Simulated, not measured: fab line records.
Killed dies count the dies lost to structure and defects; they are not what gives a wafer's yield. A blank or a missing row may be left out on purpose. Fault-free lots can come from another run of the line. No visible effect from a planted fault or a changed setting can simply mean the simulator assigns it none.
Which tool did it? || flow gf180mcu || 14 lots with 42 wafers sampled at 2 steps, on a route of 602 steps

WHAT THE GAUGES SHOWED, per wafer
GF_V2_THK_MEAS_25: measures by xrf.
{"lot": "L530", "measured": "day 20 07:40", "on": "film_metro-01", "V2_W_THK (nm)": "366 370 364"}
{"lot": "L531", "measured": "day 21 00:32", "on": "film_metro-03", "V2_W_THK (nm)": "365 362 367"}
{"lot": "L533", "measured": "day 21 17:11", "on": "film_metro-03", "V2_W_THK (nm)": "365 366 364"}
{"lot": "L534", "measured": "day 22 11:10", "on": "film_metro-01", "V2_W_THK (nm)": "359 355 357"}
{"lot": "L536", "measured": "day 22 22:10", "on": "film_metro-04", "V2_W_THK (nm)": "351 352 348"}
{"lot": "L543", "measured": "day 24 23:19", "on": "film_metro-01", "V2_W_THK (nm)": "359 360 364"}
{"lot": "L544", "measured": "day 25 11:00", "on": "film_metro-03", "V2_W_THK (nm)": "361 356 358"}
{"lot": "L545", "measured": "day 25 14:44", "on": "film_metro-04", "V2_W_THK (nm)": "364 358 359"}
{"lot": "L546", "measured": "day 25 23:36", "on": "film_metro-04", "V2_W_THK (nm)": "350 348 350"}
{"lot": "L549", "measured": "day 26 17:05", "on": "film_metro-01", "V2_W_THK (nm)": "375 363 372"}
{"lot": "L550", "measured": "day 26 19:17", "on": "film_metro-01", "V2_W_THK (nm)": "371 370 364"}
{"lot": "L551", "measured": "day 27 10:20", "on": "film_metro-04", "V2_W_THK (nm)": "363 360 359"}
{"lot": "L552", "measured": "day 27 16:01", "on": "film_metro-03", "V2_W_THK (nm)": "361 365 365"}
{"lot": "L553", "measured": "day 28 00:41", "on": "film_metro-04", "V2_W_THK (nm)": "353 361 354"}

WHICH TOOL RAN EACH LOT (tool, then ch and the chambers of the sampled wafers, then the start)
{"lot": "L530", "GF_V2_ETCH_17": "rie_diel-03 ch 0,1,2, day 20 07:40 or earlier"}
{"lot": "L531", "GF_V2_ETCH_17": "rie_diel-04 ch 0,1, day 21 00:32 or earlier"}
{"lot": "L533", "GF_V2_ETCH_17": "rie_diel-04 ch 0,1,2, day 21 17:11 or earlier"}
{"lot": "L534", "GF_V2_ETCH_17": "rie_diel-04 ch 0,1,2, day 22 11:10 or earlier"}
{"lot": "L536", "GF_V2_ETCH_17": "rie_diel-03 ch 0,1, day 22 22:10 or earlier"}
{"lot": "L543", "GF_V2_ETCH_17": "rie_diel-03 ch 1,2, day 24 23:19 or earlier"}
{"lot": "L544", "GF_V2_ETCH_17": "rie_diel-04 ch 0,1, day 25 11:00 or earlier"}
{"lot": "L545", "GF_V2_ETCH_17": "rie_diel-03 ch 1,2,3, day 25 14:44 or earlier"}
{"lot": "L546", "GF_V2_ETCH_17": "rie_diel-01 ch 0,1,3, day 25 23:36 or earlier"}
{"lot": "L549", "GF_V2_ETCH_17": "rie_diel-03 ch 0,1, day 26 17:05 or earlier"}
{"lot": "L550", "GF_V2_ETCH_17": "rie_diel-03 ch 0,1,3, day 26 19:17 or earlier"}
{"lot": "L551", "GF_V2_ETCH_17": "rie_diel-04 ch 0,1, day 27 10:20 or earlier"}
{"lot": "L552", "GF_V2_ETCH_17": "rie_diel-03 ch 0,1, day 27 16:01 or earlier"}
{"lot": "L553", "GF_V2_ETCH_17": "rie_diel-01 ch 0,2,3, day 28 00:41 or earlier"}
- GF_V2_ETCH_17: etches SiO2 in C4F8/O2/Ar, stops on TiN, target depth 630 nm.

AS READ BY THE TOOLS THEMSELVES (means over the sampled wafers that have a number; for cases with no such wafer, the mark the record gives instead)
GF_V2_ETCH_17.
{"lot": "L530", "tool": "rie_diel-03", "oes_product_au (a.u.)": 0.851}
{"lot": "L531", "tool": "rie_diel-04", "oes_product_au (a.u.)": 0.853}
{"lot": "L533", "tool": "rie_diel-04", "oes_product_au (a.u.)": 0.855}
{"lot": "L534", "tool": "rie_diel-04", "oes_product_au (a.u.)": 0.851}
{"lot": "L536", "tool": "rie_diel-03", "oes_product_au (a.u.)": 0.854}
{"lot": "L543", "tool": "rie_diel-03", "oes_product_au (a.u.)": 0.852}
{"lot": "L544", "tool": "rie_diel-04", "oes_product_au (a.u.)": 0.849}
{"lot": "L545", "tool": "rie_diel-03", "oes_product_au (a.u.)": 0.848}
{"lot": "L546", "tool": "rie_diel-01", "oes_product_au (a.u.)": 0.852}
{"lot": "L549", "tool": "rie_diel-03", "oes_product_au (a.u.)": 0.849}
{"lot": "L550", "tool": "rie_diel-03", "oes_product_au (a.u.)": 0.852}
{"lot": "L551", "tool": "rie_diel-04", "oes_product_au (a.u.)": 0.850}
{"lot": "L552", "tool": "rie_diel-03", "oes_product_au (a.u.)": 0.853}
{"lot": "L553", "tool": "rie_diel-01", "oes_product_au (a.u.)": 0.851}

THE ANSWER, worked out from the rows above alone
Rule: the usual values come from the lots themselves. Put in order of their means at a reading, lots are off if they are a third of the lots or fewer, leave a main group of 4 or more, and stand apart from it by a gap of 3 or more times the standard deviation of the main group's means; of several such gaps the widest counts. A main group is skipped when, at the precision printed for the reading in the tables above, its means are all equal. Also off: a lot with no number at a reading for which 4 or more lots have one. Where the step has rows for the other lots, those lots are counted as sound. After the gauges, taken in route order, come the tools' own readings; for these a lot's mean is taken, as printed above. At the first step where some lot is off, the reading lying furthest off is the one used; lots without a number count as furthest.
No lot is off at any reading shown: from this, nothing can be told.

WHAT THE SIMULATOR HAD INSERTED
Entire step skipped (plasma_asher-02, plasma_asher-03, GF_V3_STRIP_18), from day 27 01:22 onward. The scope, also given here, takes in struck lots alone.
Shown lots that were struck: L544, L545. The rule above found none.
